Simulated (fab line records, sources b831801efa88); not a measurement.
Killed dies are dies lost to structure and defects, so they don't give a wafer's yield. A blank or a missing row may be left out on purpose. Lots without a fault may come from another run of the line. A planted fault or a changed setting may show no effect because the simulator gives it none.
Which tool did it? | flow gf180mcu | 13 lots, 39 wafers sampled, at 5 steps of a route of 602

WHAT THE GAUGES READ, wafer by wafer
GF_V1_CD_MEAS_14: target cd 260 nm. Usual: cd_nm 259.7 nm, standard deviation 1.1.
lot  | measured     | on        | cd_nm (nm)        | flag
L670 | day 18 00:18 | cd_sem-02 | 258.0 258.4 258.1 |
L672 | day 18 14:57 | cd_sem-02 | 259.6 259.6 259.4 |
L673 | day 19 05:43 | cd_sem-01 | 260.3 259.3 260.7 |
L674 | day 19 12:57 | cd_sem-02 | 260.8 260.5 260.6 |
L675 | day 19 19:20 | cd_sem-02 | 260.1 259.8 261.3 |
L676 | day 20 09:22 | cd_sem-02 | 259.7 260.3 260.2 |
L677 | day 20 17:55 | cd_sem-02 | 261.3 259.8 260.0 |
L679 | day 21 12:27 | cd_sem-01 | 259.6 260.2 259.5 |
L684 | day 23 07:37 | cd_sem-01 | 260.9 261.0 261.2 |
L685 | day 23 14:33 | cd_sem-02 | 259.3 258.9 259.3 |
L687 | day 24 06:51 | cd_sem-01 | 260.4 260.3 261.4 |
L691 | day 25 16:15 | cd_sem-02 | 259.5 261.4 262.0 |
L692 | day 25 20:45 | cd_sem-01 | 258.5 258.7 259.5 |

GF_M2_THK_MEAS_06: measures by xrf. Usual: M2_ALCU_THK 447 nm, standard deviation 5.9.
lot  | measured     | on            | M2_ALCU_THK (nm) | flag
L670 | day 18 02:10 | film_metro-02 | 450 454 450      |
L672 | day 18 16:48 | film_metro-04 | 443 441 445      |
L673 | day 19 07:34 | film_metro-01 | 446 446 448      |
L674 | day 19 14:51 | film_metro-04 | 455 454 452      |
L675 | day 19 21:10 | film_metro-04 | 451 450 450      |
L676 | day 20 11:11 | film_metro-01 | 438 439 441      |
L677 | day 20 19:46 | film_metro-04 | 447 449 445      |
L679 | day 21 14:18 | film_metro-01 | 442 444 445      |
L684 | day 23 09:28 | film_metro-01 | 442 445 443      |
L685 | day 23 16:26 | film_metro-04 | 443 442 446      |
L687 | day 24 09:03 | film_metro-01 | 463 463 464      |
L691 | day 25 18:06 | film_metro-02 | 448 452 453      |
L692 | day 25 22:51 | film_metro-02 | 451 448 453      |

WHICH TOOL RAN EACH LOT (tool, then ch and the chambers of the sampled wafers, then the start)
lot  | GF_PSD_COAT_02                    | GF_PSD_STRIP_10                      | GF_M1_SPUTTER_04
L670 | litho_track-02 ch 0, day 13 17:18 | plasma_asher-01 ch 0,1, day 14 04:13 | pvd_sputter-03, day 16 01:44
L672 | litho_track-03 ch 0, day 14 06:00 | plasma_asher-03 ch 0,1, day 14 16:34 | pvd_sputter-02, day 16 15:02
L673 | litho_track-04 ch 0, day 14 17:35 | plasma_asher-04 ch 0,1, day 15 04:31 | pvd_sputter-03, day 17 04:26
L674 | litho_track-03 ch 0, day 15 02:27 | plasma_asher-04 ch 0, day 15 13:49   | pvd_sputter-03, day 17 12:44
L675 | litho_track-03 ch 0, day 15 06:51 | plasma_asher-01 ch 0,1, day 15 17:35 | pvd_sputter-03, day 17 18:02
L676 | litho_track-04 ch 0, day 15 18:20 | plasma_asher-04 ch 0,1, day 16 06:08 | pvd_sputter-01, day 18 07:38
L677 | litho_track-04 ch 0, day 16 02:41 | plasma_asher-04 ch 0,1, day 16 13:58 | pvd_sputter-03, day 18 15:53
L679 | litho_track-02 ch 0, day 16 19:57 | plasma_asher-03 ch 0,1, day 17 08:19 | pvd_sputter-03, day 19 10:48
L684 | litho_track-04 ch 0, day 18 15:56 | plasma_asher-03 ch 0,1, day 19 04:13 | pvd_sputter-03, day 21 07:44
L685 | litho_track-04 ch 0, day 18 20:51 | plasma_asher-03 ch 0, day 19 09:48   | pvd_sputter-02, day 21 14:18
L687 | litho_track-03 ch 0, day 19 16:42 | plasma_asher-03 ch 0,1, day 20 04:51 | pvd_sputter-01, day 22 07:44
L691 | litho_track-03 ch 0, day 21 03:15 | plasma_asher-04 ch 1, day 21 15:31   | pvd_sputter-02, day 23 17:38
L692 | litho_track-02 ch 0, day 21 07:24 | plasma_asher-03 ch 0,1, day 21 19:46 | pvd_sputter-01, day 23 21:59
- GF_PSD_COAT_02: resist thk 1000 nm.
- GF_PSD_STRIP_10: strips in O2/N2.
- GF_M1_SPUTTER_04: material TiN, target thk 50 nm, time 41.7 s.

WHAT THE TOOLS THEMSELVES READ (means of the sampled wafers that have a number; where no wafer has one, the mark that the record gives instead)
GF_PSD_COAT_02. Usual: chill_plate_temp_C 22.99 C, standard deviation 0.11; spin_speed_rpm 3000.2 rpm, standard deviation 1.7.
lot  | tool           | chill_plate_temp_C (C) | spin_speed_rpm (rpm) | flag
L670 | litho_track-02 | 22.85                  | 2999.4               |
L672 | litho_track-03 | 22.85                  | 3000.2               |
L673 | litho_track-04 | 22.95                  | 3000.0               |
L674 | litho_track-03 | 23.08                  | 2999.8               |
L675 | litho_track-03 | 23.08                  | 3000.6               |
L676 | litho_track-04 | 22.99                  | 3000.7               |
L677 | litho_track-04 | 23.15                  | 3000.9               |
L679 | litho_track-02 | 22.94                  | 2999.5               |
L684 | litho_track-04 | 23.02                  | 3278.2               | OFF
L685 | litho_track-04 | 22.91                  | 3277.1               | OFF
L687 | litho_track-03 | 23.05                  | 3000.7               |
L691 | litho_track-03 | 22.92                  | 3001.2               |
L692 | litho_track-02 | 23.03                  | 3001.1               |

GF_PSD_STRIP_10. Usual: drypump_motor_current_A 5.9 A, standard deviation 0.42; heater_power_w 330 W, standard deviation 28; o2_flow_sccm 3000 sccm, standard deviation 9.9; oes_product_au 0.592 a.u., standard deviation 0.0046; strip_time_to_endpoint_s 16.53 s, standard deviation 0.035.
lot  | tool            | drypump_motor_current_A (A) | heater_power_w (W) | o2_flow_sccm (sccm) | oes_product_au (a.u.) | strip_time_to_endpoint_s (s) | flag
L670 | plasma_asher-01 | 6.0                         | 356                | 3004                | 0.592                 | 16.47                        |
L672 | plasma_asher-03 | 6.3                         | 318                | 3012                | 0.591                 | 16.50                        |
L673 | plasma_asher-04 | 5.5                         | 333                | 3007                | 0.591                 | 16.50                        |
L674 | plasma_asher-04 | 5.6                         | 365                | 3010                | 0.593                 | 16.54                        |
L675 | plasma_asher-01 | 5.7                         | 330                | 3002                | 0.587                 | 16.53                        |
L676 | plasma_asher-04 | 5.5                         | 310                | 3004                | 0.592                 | 16.50                        |
L677 | plasma_asher-04 | 5.5                         | 314                | 2995                | 0.593                 | 16.57                        |
L679 | plasma_asher-03 | 6.3                         | 320                | 3011                | 0.592                 | 16.52                        |
L684 | plasma_asher-03 | 6.3                         | 324                | 2994                | 0.587                 | 16.07                        | OFF
L685 | plasma_asher-03 | 6.5                         | 318                | 3013                | 0.587                 | 16.06                        | OFF
L687 | plasma_asher-03 | 6.1                         | 334                | 3002                | 0.590                 | 16.56                        |
L691 | plasma_asher-04 | 5.4                         | 278                | 2999                | 0.593                 | 16.53                        |
L692 | plasma_asher-03 | 6.3                         | 325                | 2988                | 0.590                 | 16.55                        |

GF_M1_SPUTTER_04. Usual: throttle_valve_pct 30.1 %, standard deviation 1.1.
lot  | tool           | throttle_valve_pct (%) | flag
L670 | pvd_sputter-03 | 30.8                   |
L672 | pvd_sputter-02 | 29.7                   |
L673 | pvd_sputter-03 | 29.7                   |
L674 | pvd_sputter-03 | 31.5                   |
L675 | pvd_sputter-03 | 29.1                   |
L676 | pvd_sputter-01 | 30.8                   |
L677 | pvd_sputter-03 | 30.8                   |
L679 | pvd_sputter-03 | 29.3                   |
L684 | pvd_sputter-03 | 30.2                   |
L685 | pvd_sputter-02 | 29.6                   |
L687 | pvd_sputter-01 | 30.7                   |
L691 | pvd_sputter-02 | 29.5                   |
L692 | pvd_sputter-01 | 30.7                   |

THE ANSWER, worked out from the rows above alone
Rule: a lot is off if the mean of its wafers that have a number lies more than 3 standard deviations from the usual mean. A lot without any number at a reading at which 4 lots or more have one is off too. The other lots that the step has rows for count as sound. The gauges are gone through in route order, then the tools' own readings, and for those a lot's mean is taken as printed above. The first step at which some lot is off is used, and at that step the reading that is off furthest; a lot without a number counts as furthest.
Off: L684, L685, at GF_PSD_COAT_02 (spin_speed_rpm).
A tool fits if, at that step or a process step before it, it ran every lot that is off, and no sound lot after the first of them. One fits: litho_track-04 at GF_PSD_COAT_02. Its last sound lot is L677 (day 16 02:41), its first lot that is off L684 (day 18 15:56): a fault that began between those two fits.
The tool's own readings at GF_PSD_COAT_02 bear it out: on the lots that are off they differ by more than 5 times the standard deviation of the sound lots' means. spin_speed_rpm reads 3277.6 rpm there against 3000.4 rpm on the sound lots.

WHAT THE SIMULATOR HAD PUT IN
Process parameter drift: litho_track-04, from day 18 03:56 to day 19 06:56, at GF_PSD_COAT_02. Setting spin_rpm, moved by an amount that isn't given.
Lots struck among those shown: L684, L685. The rule above found the same.
